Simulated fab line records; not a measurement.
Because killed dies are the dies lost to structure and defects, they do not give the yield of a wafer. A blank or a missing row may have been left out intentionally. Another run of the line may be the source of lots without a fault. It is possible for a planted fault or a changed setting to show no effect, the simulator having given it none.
fab line records    flow sfqLine
record: lots: 13  wafers: 39  lastDay: 92
route steps=325 shown I3@136 I4@165 JJ@182 A5B@211
lots that met no fault: from a run of the same line without faults
startH: hours from the record's first day to the start of the lot's first wafer shown    waitH: how many hours have passed since the lot's step before this one    " as in the row above    L1.1+2: several wafers, shown together as one row    - no value present, or no start provided    * or withheld: withheld    < > ~ a bound
route shown NAME@n: names a module that has steps shown in the file, with the first one's number in the route    usual: the fault-free wafers' mean and standard deviation    same: alike in all rows    chamber/n: place in a boat    sites: the reading at each site    _std_site: standard deviation of those values    _edge_site: inner sites' mean taken away from outer sites' mean    radiusMm: for every site, how far away it sits from the centre of the wafer    mask NAME#n: copy n    behind: the last tool/chamber to shape the wafer    hold: why the lot went on hold/how many hours it stayed there/how the hold came to an end    device: the n, p or np transistor that did not switch    end of line: at the end of the route, the tests of the same wafers    where a step has no rows: the recipe by itself    killed: the dies lost at the first sort to structure and to defects; this is not the yield of the wafer    map: shows each die of a wafer: x if killed, . if not, _ if none is there
set.NAME: setting as actually run; set.NAME@STEP: the setting as run at that earlier step    model.NAME: the simulator's own value behind a step, which no gauge read
steps of the route over a sample of lots; a table a step, a row a wafer
services: the hour from which a tool's chamber was out of use, counted from the record's first day as startH (under 0 if before that day), plus the number of hours and why
== steps ==
step: SFQ_TRILAYER_I3_METRO_MEASURE_083
usual: thkNm: 200.0/0.86
lot.wafer  tool          chamber  startH   waitH  thkNm
L585.3     filmMetro-03  -        1038.08  0.5    199.9
L585.4     "             -        "        "      199.3
L585.5     "             -        "        "      199.9
L586.1     filmMetro-04  -        1053.40  0.1    199.7
L586.2     "             -        "        "      199.2
L586.3     "             -        "        "      200.5
L587.1     filmMetro-04  -        1063.00  0.1    201.3
L587.3     "             -        "        "      199.3
L587.4     "             -        "        "      198.3
L588.1     filmMetro-04  -        1066.19  0.1    200.7
L588.4     "             -        "        "      201.2
L588.6     "             -        "        "      201.9
L589.2     filmMetro-04  -        1069.39  0.3    200.6
L589.3     "             -        "        "      201.3
L589.4     "             -        "        "      201.0
L590.2     filmMetro-04  -        1087.09  0.3    199.9
L590.3     "             -        "        "      199.9
L590.6     "             -        "        "      199.9
L591.3     filmMetro-04  -        1098.71  0.5    199.7
L591.5     "             -        "        "      198.2
L591.6     "             -        "        "      199.4
L593.1     filmMetro-04  -        1149.99  0.1    199.5
L593.2     "             -        "        "      199.3
L593.5     "             -        "        "      199.3
L594.1     filmMetro-04  -        1160.19  0.1    200.4
L594.2     "             -        "        "      197.6
L594.4     "             -        "        "      199.0
L596.3     filmMetro-04  -        1171.39  0.5    199.7
L596.5     "             -        "        "      200.8
L596.6     "             -        "        "      199.7
L605.3     filmMetro-04  -        1241.59  0.5    201.6
L605.5     "             -        "        "      202.4
L605.6     "             -        "        "      201.2
L606.1     filmMetro-03  -        1243.57  0.1    202.1
L606.2     "             -        "        "      201.0
L606.6     "             -        "        "      199.5
L607.1     filmMetro-04  -        1244.19  0.1    200.2
L607.3     "             -        "        "      200.0
L607.5     "             -        "        "      199.6
step: SFQ_I4_BOW_MEAS_927
recipe: mode: bow
usual: I4_BOW: 1/9.5
lot.wafer  tool          chamber  startH   waitH  I4_BOW[um]
L585.3     filmMetro-04  -        1310.34  2.5    -3
L585.4     "             -        "        "      8
L585.5     "             -        "        "      -5
L586.1     filmMetro-01  -        1319.95  1.0    -7
L586.2     "             -        "        "      10
L586.3     "             -        "        "      13
L587.1     filmMetro-04  -        1328.95  1.5    16
L587.3     "             -        "        "      6
L587.4     "             -        "        "      -5
L588.1     filmMetro-01  -        1337.95  2.0    -3
L588.4     "             -        "        "      -11
L588.6     "             -        "        "      3
L589.2     filmMetro-04  -        1343.97  2.5    -5
L589.3     "             -        "        "      1
L589.4     "             -        "        "      -22
L590.2     filmMetro-04  -        1346.97  1.0    -5
L590.3     "             -        "        "      -9
L590.6     "             -        "        "      -6
L591.3     filmMetro-01  -        1348.41  1.0    -3
L591.5     "             -        "        "      -12
L591.6     "             -        "        "      -11
L593.1     filmMetro-04  -        1357.67  2.5    7
L593.2     "             -        "        "      6
L593.5     "             -        "        "      -7
L594.1     filmMetro-01  -        1374.47  1.5    -9
L594.2     "             -        "        "      -10
L594.4     "             -        "        "      -12
L596.3     filmMetro-01  -        1390.71  2.0    -11
L596.5     "             -        "        "      -2
L596.6     "             -        "        "      -3
L605.3     filmMetro-03  -        1477.79  1.0    6
L605.5     "             -        "        "      1
L605.6     "             -        "        "      9
L606.1     filmMetro-01  -        1479.62  1.0    23
L606.2     "             -        "        "      6
L606.6     "             -        "        "      3
L607.1     filmMetro-03  -        1480.75  1.0    -5
L607.3     "             -        "        "      2
L607.5     "             -        "        "      -4
step: SFQ_TRILAYER_JJ_TRILAYER_DEP_SPUTTER_112
recipe: material: Nb  basePressurePa: 1.33e-06  chamberPressurePa: 0.1333  substrateTempC: 20  targetThkNm: 170  powerW: 2000  timeS: 113.3
usual: cathodeDcPowerW: 2000.0/0.33  substrateTempC: 19.99/0.11  throttleValvePct: 29.9/0.93
lot.wafer  tool           chamber  startH   waitH  cathodeDcPowerW  substrateTempC  throttleValvePct
L585.3     pvdSputter-06  -        1419.28  0.5    1999.6           19.83           30.0
L585.4     "              -        "        "      2000.1           20.15           29.0
L585.5     "              -        "        "      2000.3           20.13           28.9
L586.1     pvdSputter-04  -        1432.30  0.5    2000.0           19.87           29.0
L586.2     "              -        "        "      1999.2           20.07           30.7
L586.3     "              -        "        "      2000.7           19.77           29.2
L587.1     pvdSputter-04  -        1436.99  0.5    2000.2           19.98           29.0
L587.3     "              -        "        "      2000.0           19.94           30.7
L587.4     "              -        "        "      1999.9           19.88           28.9
L588.1     pvdSputter-04  -        1450.55  0.5    2000.1           20.03           29.3
L588.4     "              -        "        "      2000.1           20.11           30.7
L588.6     "              -        "        "      2000.2           19.91           28.8
L589.2     pvdSputter-04  -        1463.75  0.5    1999.7           20.02           28.8
L589.3     "              -        "        "      2000.5           20.14           28.8
L589.4     "              -        "        "      1999.8           20.01           29.1
L590.2     pvdSputter-03  -        1467.35  0.5    2000.8           19.98           29.2
L590.3     "              -        "        "      2000.0           20.04           30.8
L590.6     "              -        "        "      1999.7           19.91           31.0
L591.3     pvdSputter-06  -        1468.55  0.5    2000.2           20.18           29.9
L591.5     "              -        "        "      1999.8           19.92           31.3
L591.6     "              -        "        "      2000.2           19.84           30.1
L593.1     pvdSputter-04  -        1480.55  0.5    2000.6           19.94           30.3
L593.2     "              -        "        "      2000.0           20.02           29.2
L593.5     "              -        "        "      2000.2           20.02           29.0
L594.1     pvdSputter-04  -        1493.75  0.5    1999.0           20.02           29.2
L594.2     "              -        "        "      2000.3           20.01           28.9
L594.4     "              -        "        "      1999.7           20.26           29.3
L596.3     pvdSputter-04  -        1512.95  0.5    1540.6           20.03           29.1
L596.5     "              -        "        "      2000.3           19.81           30.6
L596.6     "              -        "        "      1999.5           20.10           29.0
L605.3     pvdSputter-06  -        1601.62  0.5    2000.0           19.95           29.8
L605.5     "              -        "        "      2000.3           20.07           30.2
L605.6     "              -        "        "      2000.0           20.08           31.3
L606.1     pvdSputter-03  -        1604.00  0.5    1999.9           19.90           31.7
L606.2     "              -        "        "      1999.8           19.99           31.0
L606.6     "              -        "        "      2000.1           20.19           29.6
L607.1     pvdSputter-06  -        1606.42  0.5    2000.0           19.81           28.9
L607.3     "              -        "        "      2000.0           20.18           29.8
L607.5     "              -        "        "      2000.2           20.17           29.8
step: SFQ_JJ_RS_MEAS_929
recipe: thkMeasGauge: four-point-probe  reads: Nb_of_TRILAYER_JJ_TRILAYER_DEP_SPUTTER_112
usual: JJ_NB_RS: 1.047/0.011
lot.wafer  tool          chamber  startH   waitH  JJ_NB_RS[ohm/sq]
L585.3     filmMetro-02  -        1419.39  0.1    1.046
L585.4     "             -        "        "      1.039
L585.5     "             -        "        "      1.039
L586.1     filmMetro-04  -        1432.38  0.0    1.047
L586.2     "             -        "        "      1.054
L586.3     "             -        "        "      1.059
L587.1     filmMetro-01  -        1437.07  0.0    1.064
L587.3     "             -        "        "      1.062
L587.4     "             -        "        "      1.059
L588.1     filmMetro-04  -        1450.63  0.0    1.063
L588.4     "             -        "        "      1.059
L588.6     "             -        "        "      1.059
L589.2     filmMetro-01  -        1463.85  0.1    1.060
L589.3     "             -        "        "      1.050
L589.4     "             -        "        "      1.067
L590.2     filmMetro-02  -        1467.45  0.1    1.041
L590.3     "             -        "        "      1.047
L590.6     "             -        "        "      1.048
L591.3     filmMetro-01  -        1468.67  0.1    1.029
L591.5     "             -        "        "      1.031
L591.6     "             -        "        "      1.035
L593.1     filmMetro-04  -        1480.63  0.0    1.053
L593.2     "             -        "        "      1.056
L593.5     "             -        "        "      1.048
L594.1     filmMetro-02  -        1493.83  0.0    1.022
L594.2     "             -        "        "      1.025
L594.4     "             -        "        "      1.044
L596.3     filmMetro-02  -        1513.07  0.1    1.358
L596.5     "             -        "        "      1.053
L596.6     "             -        "        "      1.046
L605.3     filmMetro-01  -        1601.74  0.1    1.044
L605.5     "             -        "        "      1.052
L605.6     "             -        "        "      1.050
L606.1     filmMetro-01  -        1604.08  0.0    1.047
L606.2     "             -        "        "      1.046
L606.6     "             -        "        "      1.028
L607.1     filmMetro-01  -        1606.50  0.0    1.052
L607.3     "             -        "        "      1.058
L607.5     "             -        "        "      1.052
step: SFQ_TRILAYER_JJ_CE_ETCH_RIE_118
recipe: target: Nb  stopOn: Al2O3  maskMaterial: PR  taperDeg: 13.257  overEtchFrac: 0.15  timeS: 97.7  chemistry: SF6  targetDepthNm: 170  icpW: 600  biasW: 80  pressureMtorr: 10
usual: drypumpMotorCurrentA: 5.74/0.24  oesProductAu: 0.990/0.0061
lot.wafer  tool         chamber  startH   waitH  drypumpMotorCurrentA  oesProductAu  rfHoursCounterH
L585.3     rieMetal-01  1        1547.92  0.1    5.71                  0.997         -
L585.4     "            0        "        "      5.81                  0.992         -
L585.5     "            1        "        "      5.71                  0.996         -
L586.1     rieMetal-02  1        1559.89  0.1    5.79                  0.987         92
L586.2     "            0        "        "      6.02                  0.983         121
L586.3     "            0        "        "      5.99                  0.976         -
L587.1     rieMetal-01  0        1561.19  0.1    5.79                  0.982         103
L587.3     "            0        "        "      5.75                  0.993         -
L587.4     "            1        "        "      5.70                  0.993         -
L588.1     rieMetal-01  0        1562.48  0.1    5.79                  0.984         103
L588.4     "            0        "        "      5.84                  0.984         -
L588.6     "            0        "        "      5.84                  0.986         -
L589.2     rieMetal-02  0        1563.49  0.1    5.98                  0.984         122
L589.3     "            0        "        "      6.04                  0.986         -
L589.4     "            1        "        "      5.77                  0.986         -
L590.2     rieMetal-02  1        1564.79  0.1    5.77                  0.994         94
L590.3     "            1        "        "      5.76                  0.998         -
L590.6     "            1        "        "      5.76                  0.993         -
L591.3     rieMetal-01  0        1566.09  0.2    5.81                  0.997         -
L591.5     "            0        "        "      5.80                  0.994         -
L591.6     "            0        "        "      5.82                  0.991         -
L593.1     rieMetal-02  0        1568.74  0.1    6.07                  0.984         124
L593.2     "            1        "        "      5.76                  0.988         96
L593.5     "            1        "        "      5.74                  0.998         -
L594.1     rieMetal-01  0        1569.49  0.1    5.82                  0.993         107
L594.2     "            1        "        "      5.73                  0.999         44
L594.4     "            0        "        "      5.80                  0.990         -
L596.3     rieMetal-01  1        1572.02  0.1    5.76                  0.858         -
L596.5     "            0        "        "      5.80                  0.987         -
L596.6     "            1        "        "      5.73                  0.983         -
L605.3     rieMetal-02  1        1710.37  0.1    5.74                  0.991         -
L605.5     "            1        "        "      5.76                  0.983         -
L605.6     "            0        "        "      5.94                  0.993         -
L606.1     rieMetal-02  1        1715.13  0.1    5.78                  0.996         116
L606.2     "            0        "        "      5.99                  1.002         14
L606.6     "            1        "        "      5.79                  1.000         -
L607.1     rieMetal-02  1        1716.33  0.1    5.78                  0.981         116
L607.3     "            0        "        "      5.98                  0.979         -
L607.5     "            1        "        "      5.76                  0.982         -
step: SFQ_TRILAYER_A5B_METRO_MEASURE_131
usual: thkNm: 339/3.9
lot.wafer  tool          chamber  startH   waitH  thkNm
L585.3     filmMetro-03  -        1562.43  1.9    343
L585.4     "             -        "        "      333
L585.5     "             -        "        "      332
L586.1     filmMetro-03  -        1661.58  2.5    331
L586.2     "             -        "        "      336
L586.3     "             -        "        "      336
L587.1     filmMetro-04  -        1664.33  1.5    337
L587.3     "             -        "        "      339
L587.4     "             -        "        "      343
L588.1     filmMetro-03  -        1665.18  1.0    335
L588.4     "             -        "        "      331
L588.6     "             -        "        "      335
L589.2     filmMetro-02  -        1667.76  1.7    347
L589.3     "             -        "        "      342
L589.4     "             -        "        "      336
L590.2     filmMetro-04  -        1668.98  2.7    339
L590.3     "             -        "        "      334
L590.6     "             -        "        "      337
L591.3     filmMetro-04  -        1672.78  1.9    344
L591.5     "             -        "        "      339
L591.6     "             -        "        "      342
L593.1     filmMetro-02  -        1676.56  1.5    338
L593.2     "             -        "        "      342
L593.5     "             -        "        "      336
L594.1     filmMetro-04  -        1678.38  2.0    339
L594.2     "             -        "        "      340
L594.4     "             -        "        "      332
L596.3     filmMetro-02  -        1682.36  2.9    336
L596.5     "             -        "        "      342
L596.6     "             -        "        "      342
L605.3     filmMetro-04  -        1813.91  2.4    344
L605.5     "             -        "        "      341
L605.6     "             -        "        "      337
L606.1     filmMetro-02  -        1816.13  1.5    337
L606.2     "             -        "        "      338
L606.6     "             -        "        "      339
L607.1     filmMetro-04  -        1817.45  2.0    337
L607.3     "             -        "        "      339
L607.5     "             -        "        "      333
== services ==
tool           chamber  startH   hours  kind
rieMetal-02    -        1031.80  1.4    pm
filmMetro-04   -        1059.73  0.6    pm
filmMetro-04   -        1061.78  0.2    pm
filmMetro-04   -        1221.39  0.2    pm
filmMetro-04   -        1249.30  0.7    repair
pvdSputter-04  -        1284.45  3.4    repair
filmMetro-04   -        1304.73  0.4    pm
filmMetro-04   -        1306.91  0.7    pm
pvdSputter-04  -        1311.46  7.2    repair
filmMetro-04   -        1330.84  7.4    pm
rieMetal-02    -        1411.80  2.8    pm
rieMetal-01    -        1455.44  1.6    repair
filmMetro-04   -        1460.14  1.2    pm
filmMetro-04   -        1465.41  0.4    pm
rieMetal-01    -        1539.04  2.8    pm
filmMetro-04   -        1549.73  0.4    pm
filmMetro-04   -        1551.78  2.6    pm
rieMetal-01    1        1563.84  4.7    repair
pvdSputter-04  -        1598.63  7.5    repair
rieMetal-01    -        1698.26  0.3    repair
filmMetro-04   -        1710.65  2.4    pm
rieMetal-02    -        1739.97  1.6    repair
filmMetro-04   -        1794.73  0.4    pm
filmMetro-04   -        1797.32  0.3    pm
== key ==
firstSign: step: SFQ_TRILAYER_JJ_TRILAYER_DEP_SPUTTER_112  reading: cathodeDcPowerW  direction: down  sigmas: 99+  usual: 2000.0  struck: 1540.6
effect: step: SFQ_JJ_RS_MEAS_929  reading: JJ_NB_RS  direction: up  sigmas: 29  usual: 1.047  struck: 1.358
effect: step: SFQ_TRILAYER_JJ_CE_ETCH_RIE_118  reading: oesProductAu  direction: down  sigmas: 22  usual: 0.990  struck: 0.858
metAt SFQ_TRILAYER_JJ_TRILAYER_DEP_SPUTTER_112
struckLots L596
struckWafers L596.3
notActingAt SFQ_TRILAYER_I3_METRO_MEASURE_083,SFQ_I4_BOW_MEAS_927,SFQ_TRILAYER_A5B_METRO_MEASURE_131
onsetBetween 1493.75 1512.95
fault: kind: processParameterDrift  tool: pvdSputter-04  chamber: -  onsetH: 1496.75  steps: SFQ_TRILAYER_JJ_TRILAYER_DEP_SPUTTER_112  channel: powerW  offset: -459.25  shape: step  endH: 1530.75  actsIn: theseRecipesOnly  stated: 2000  scope: struckWafersOnly
